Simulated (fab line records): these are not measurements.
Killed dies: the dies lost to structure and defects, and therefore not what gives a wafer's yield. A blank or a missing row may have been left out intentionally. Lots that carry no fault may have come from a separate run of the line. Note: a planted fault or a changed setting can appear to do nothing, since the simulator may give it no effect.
Problem report, 8D (eight disciplines) form, completed by code    flow sky130    the parts of the form that need people (team, actions taken, sign-off) are left out

1. THE ISSUE
SKY_PAD_OPEN_PROBE_99, killed_at_M4_up: mean 52.0 over 1 wafer from 1 lot; wafers with no fault: 3.1, standard deviation 1.8. Measured from the usual mean, that is +27 standard deviations.
The first sign was on wafer L343.4 at day 50 13:35, on prober-01. The record has a number at this step for 9 wafers belonging to 3 lots. Rule for "out", or "out of limits": more than 4 standard deviations from the usual mean. All remaining wafers that have a number are taken as sound.

2. WHAT IT IS AND WHAT IT IS NOT
question                     is                 is not
which readings at this step  killed_at_M4_up    killed_at_M0_to_M3, killedAtContacts, killedAtFrontEnd, killedAtOther, killedOpen, killedShort, sort_bin_6_memory
which lots                   L343               L332, L333
which wafers of those lots   L343.4             L343.1, L343.6
read on which tools          prober-01          prober-02
when                         from day 50 13:35  up to then (7 sound wafers); but 1 sound wafer of L343 came after

3. WHAT RULES OUT EACH SUSPECT
Counting: any tool at a process step up to the reading remains a suspect provided it ran every lot that is out. Sound lots after the first of them don't rule it out here, since some wafers of a struck lot are sound.
- pvdSputter-01 at SKY_METAL4_SPUTTER_04 (material TiN, target thk 70 nm, time 58.3 s): kept. It processed L343, the lot that is out, at day 45 15:52, and its most recent sound lot before then was L332 at day 42 21:01.
- pvdSputter-04 at SKY_VIA4_SPUTTER_17 (material TiN, target thk 20 nm, time 80 s): kept. It processed L343, the lot that is out, at day 48 07:20, and its most recent sound lot before then was L333 at day 45 21:00.
- pvdSputter-03 at SKY_METAL5_SPUTTER_03 (material Ti, target thk 5 nm, time 3.3 s): kept. It ran the lot that is out, L343 (day 48 08:08).
- rieDiel-01 at SKY_PAD_OPEN_ETCH_07 (etches the open film in CF4/O2, stops on AlCu, target depth 725 nm, time 161.1 s): kept. It ran the lot that is out, L343 (day 50 11:05).
- prober-01 at SKY_PAD_OPEN_PROBE_99: kept. It processed L343, the lot that is out, at day 50 13:26, and its most recent sound lot before then was L332 at day 48 11:10. Its own readings are out on those wafers: killed_at_M4_up.
Left after counting: pvdSputter-01 at SKY_METAL4_SPUTTER_04, pvdSputter-04 at SKY_VIA4_SPUTTER_17, pvdSputter-03 at SKY_METAL5_SPUTTER_03, rieDiel-01 at SKY_PAD_OPEN_ETCH_07, prober-01 at SKY_PAD_OPEN_PROBE_99.

4. THE CAUSE (what the simulator had put in)
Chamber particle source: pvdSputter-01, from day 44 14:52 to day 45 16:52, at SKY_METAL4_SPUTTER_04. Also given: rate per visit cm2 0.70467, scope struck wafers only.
Counting leaves 5 suspects; this tool is one of them.

5. THE CHAIN OF EFFECTS, in route order
Each row: a reading where the mean over the struck wafers with a number is more than 3 standard deviations away from the usual. Readings are gone through only where the record gives a usual standard deviation; hours: the median, over the lots, of the time from a lot's start at the first step in this table giving one to that lot's start at this step; sigmas: the change measured in usual standard deviations.
hours  step                   reading               usual   on struck wafers  change  sigmas
0      SKY_PAD_OPEN_PROBE_99  defectLimitedYield    82.3 %  74.2              -8.1    -3.9
0      SKY_PAD_OPEN_PROBE_99  killed_at_M4_up       3.1     52.0              +48.9   +27
0      SKY_PAD_OPEN_PROBE_99  killedDies            87      127               +40     +4.0
0      SKY_PAD_OPEN_PROBE_99  sort_bin_3_pad_short  0.9 %   2.4               +1.5    +3.5
0      SKY_PAD_OPEN_PROBE_99  sort_bin_5_function   10.5 %  16.3              +5.8    +3.9
0      SKY_PAD_OPEN_PROBE_99  sortNPass             405     365               -40     -4.0
0      SKY_PAD_OPEN_PROBE_99  sortYieldPct          82.3 %  74.2              -8.1    -3.9
Here are the process steps it includes:
- SKY_PAD_OPEN_PROBE_99

6. HOW IT WOULD HAVE BEEN CAUGHT EARLIER
In this record no reading fell out of limits until day 50 13:35, 143 hours after the fault had begun at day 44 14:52.
Tool readings at SKY_METAL4_SPUTTER_04 with a usual standard deviation given in the record: none out on any struck wafer, hence no alarm at a limit of 4 standard deviations on them.
Lots out: 1; all had begun SKY_METAL4_SPUTTER_04 on pvdSputter-01 by day 50 13:35. None of them would have been spared by holding the tool at that moment.
